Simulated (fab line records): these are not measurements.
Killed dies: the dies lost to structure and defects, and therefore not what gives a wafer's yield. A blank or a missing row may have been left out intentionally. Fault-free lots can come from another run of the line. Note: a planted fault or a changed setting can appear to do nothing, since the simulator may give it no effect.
Matching of chambers    flow sfq_line    rie_diel-03 running SFQ_TRILAYER_I1_VIA_BARC_OPEN_VIA_ETCH_071: 4 sister chambers
The step etches BARC in O2, target depth 125 nm, time 41.7 s. 14 wafers are shown with their chamber, then 7 later ones without.

== WAFERS, EACH WITH ITS CHAMBER ==
wafer   chamber  oes_product_au (a.u.)
L915.4  3        0.693
L915.5  1        0.685
L915.6  2        0.684
L917.1  3        0.684
L917.3  2        0.680
L917.4  0        0.685
L923.2  1        0.673
L923.4  3        0.691
L923.5  3        0.692
L925.2  0        0.684
L925.3  3        0.686
L925.5  1        0.690
L934.1  1        0.676
L934.2  0        0.689

SIGNATURES (means of the wafers above)
reading         chamber 0  chamber 1  chamber 2  chamber 3  scatter within a chamber
oes_product_au  0.68600    0.68100    0.68200    0.68920    0.0052
Rule: a wafer lies at a distance from a chamber equal to the root of the sum of squares, over the readings, of (its reading less the chamber's mean, divided by the reading's scatter). If the next closest chamber is less than 2 further off than the closest, the wafer can't be placed; otherwise it belongs to the closest. The scatter: take each reading less its chamber's mean, square it, sum over the shown wafers, divide by the number of wafers less the number of chambers, and take the root.

== WAFERS WHOSE CHAMBER IS MISSING ==
wafer   oes_product_au (a.u.)
L934.6  0.682
L935.3  0.686
L935.4  0.685
L935.6  0.673
L938.1  0.680
L938.2  0.697
L938.6  0.681

== WHICH CHAMBER EACH ONE RAN IN ==
wafer   from the rows above                in truth
L934.6  can't be placed: 2 or 1 or 0 or 3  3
L935.3  can't be placed: 0 or 3 or 2 or 1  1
L935.4  can't be placed: 0 or 2 or 1 or 3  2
L935.6  can't be placed: 1 or 2 or 0 or 3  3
L938.1  can't be placed: 1 or 2 or 0 or 3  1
L938.2  can't be placed: 3 or 0 or 2 or 1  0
L938.6  can't be placed: 1 or 2 or 0 or 3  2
Correctly placed: 0 of 7. Cannot be placed on the basis of these rows: 7; the candidates contain the true chamber in 7. Number placed wrongly: 0.
